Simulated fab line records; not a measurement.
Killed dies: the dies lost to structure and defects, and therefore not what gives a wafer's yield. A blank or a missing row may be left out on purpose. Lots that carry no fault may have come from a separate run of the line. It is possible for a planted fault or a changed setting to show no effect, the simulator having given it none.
Chamber matching :: flow gf180mcu :: GF_STI_ETCH_14 on rie-si-02 has 4 sister chambers
The step etches Si in HBr/Cl2/O2, target depth 360 nm, time 102.9 s. 14 wafers are shown with their chamber, then 7 later ones without.

== WAFERS, EACH WITH ITS CHAMBER ==
wafer: L315.2
chamber: 3
oes-product-au (a.u.): 1.004
throttle-valve-pct (%): 25.656
chamber-pressure-mTorr (mTorr): 15.006

wafer: L315.4
chamber: 2
oes-product-au (a.u.): 1.013
throttle-valve-pct (%): 25.635
chamber-pressure-mTorr (mTorr): 14.986

wafer: L315.6
chamber: 3
oes-product-au (a.u.): 0.990
throttle-valve-pct (%): 25.655
chamber-pressure-mTorr (mTorr): 15.002

wafer: L316.1
chamber: 2
oes-product-au (a.u.): 1.014
throttle-valve-pct (%): 25.650
chamber-pressure-mTorr (mTorr): 15.034

wafer: L316.2
chamber: 3
oes-product-au (a.u.): 1.001
throttle-valve-pct (%): 25.643
chamber-pressure-mTorr (mTorr): 15.002

wafer: L316.3
chamber: 0
oes-product-au (a.u.): 0.995
throttle-valve-pct (%): 25.659
chamber-pressure-mTorr (mTorr): 14.997

wafer: L317.2
chamber: 1
oes-product-au (a.u.): 1.007
throttle-valve-pct (%): 25.655
chamber-pressure-mTorr (mTorr): 14.985

wafer: L317.5
chamber: 0
oes-product-au (a.u.): 0.994
throttle-valve-pct (%): 25.661
chamber-pressure-mTorr (mTorr): 14.998

wafer: L317.6
chamber: 1
oes-product-au (a.u.): 0.999
throttle-valve-pct (%): 25.654
chamber-pressure-mTorr (mTorr): 14.979

wafer: L319.1
chamber: 1
oes-product-au (a.u.): 0.991
throttle-valve-pct (%): 25.658
chamber-pressure-mTorr (mTorr): 15.023

wafer: L319.5
chamber: 1
oes-product-au (a.u.): 1.000
throttle-valve-pct (%): 25.657
chamber-pressure-mTorr (mTorr): 14.993

wafer: L319.6
chamber: 0
oes-product-au (a.u.): 1.003
throttle-valve-pct (%): 25.670
chamber-pressure-mTorr (mTorr): 14.998

wafer: L320.1
chamber: 3
oes-product-au (a.u.): 0.999
throttle-valve-pct (%): 25.651
chamber-pressure-mTorr (mTorr): 15.020

wafer: L320.4
chamber: 2
oes-product-au (a.u.): 1.017
throttle-valve-pct (%): 25.663
chamber-pressure-mTorr (mTorr): 14.993

SIGNATURES, as means of the wafers listed above
reading: oes-product-au
chamber 0: 0.99733
chamber 1: 0.99925
chamber 2: 1.01467
chamber 3: 0.99850
scatter within a chamber: 0.00543

reading: throttle-valve-pct
chamber 0: 25.66333
chamber 1: 25.65600
chamber 2: 25.64933
chamber 3: 25.65125
scatter within a chamber: 0.00759

reading: chamber-pressure-mTorr
chamber 0: 14.99767
chamber 1: 14.99500
chamber 2: 15.00433
chamber 3: 15.00750
scatter within a chamber: 0.0165
Rule: for each reading, subtract the chamber's mean from the wafer's reading, divide by that reading's scatter and square the result; add these up over the readings and take the root, which gives the wafer's distance from the chamber. If the next closest chamber is less than 2 further off than the closest, the wafer can't be placed; otherwise it belongs to the closest. The scatter: the root of (the sum of the squares of (reading less its chamber's mean) over the shown wafers, divided by (wafers less chambers)).

== WAFERS WITHOUT THEIR CHAMBER ==
wafer: L320.6
oes-product-au (a.u.): 1.005
throttle-valve-pct (%): 25.634
chamber-pressure-mTorr (mTorr): 14.984

wafer: L330.2
oes-product-au (a.u.): 0.999
throttle-valve-pct (%): 25.645
chamber-pressure-mTorr (mTorr): 14.986

wafer: L330.4
oes-product-au (a.u.): 1.006
throttle-valve-pct (%): 25.658
chamber-pressure-mTorr (mTorr): 14.974

wafer: L330.5
oes-product-au (a.u.): 1.000
throttle-valve-pct (%): 25.669
chamber-pressure-mTorr (mTorr): 14.990

wafer: L334.4
oes-product-au (a.u.): 0.998
throttle-valve-pct (%): 25.661
chamber-pressure-mTorr (mTorr): 14.986

wafer: L334.5
oes-product-au (a.u.): 1.014
throttle-valve-pct (%): 25.649
chamber-pressure-mTorr (mTorr): 14.990

wafer: L334.6
oes-product-au (a.u.): 1.008
throttle-valve-pct (%): 25.643
chamber-pressure-mTorr (mTorr): 14.986

== EACH ONE'S CHAMBER ==
wafer: L320.6
from the rows above: can't be placed: 3 or 2 or 1 or 0
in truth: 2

wafer: L330.2
from the rows above: can't be placed: 3 or 1 or 0 or 2
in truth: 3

wafer: L330.4
from the rows above: can't be placed: 1 or 0 or 3 or 2
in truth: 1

wafer: L330.5
from the rows above: can't be placed: 0 or 1 or 3
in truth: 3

wafer: L334.4
from the rows above: can't be placed: 0 or 1 or 3
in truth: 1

wafer: L334.5
from the rows above: 2
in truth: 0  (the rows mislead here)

wafer: L334.6
from the rows above: can't be placed: 2 or 1 or 3 or 0
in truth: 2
0 of 7 placed correctly. Cannot be placed on the basis of these rows: 6; the candidates contain the true chamber in 6. Number placed wrongly: 1.
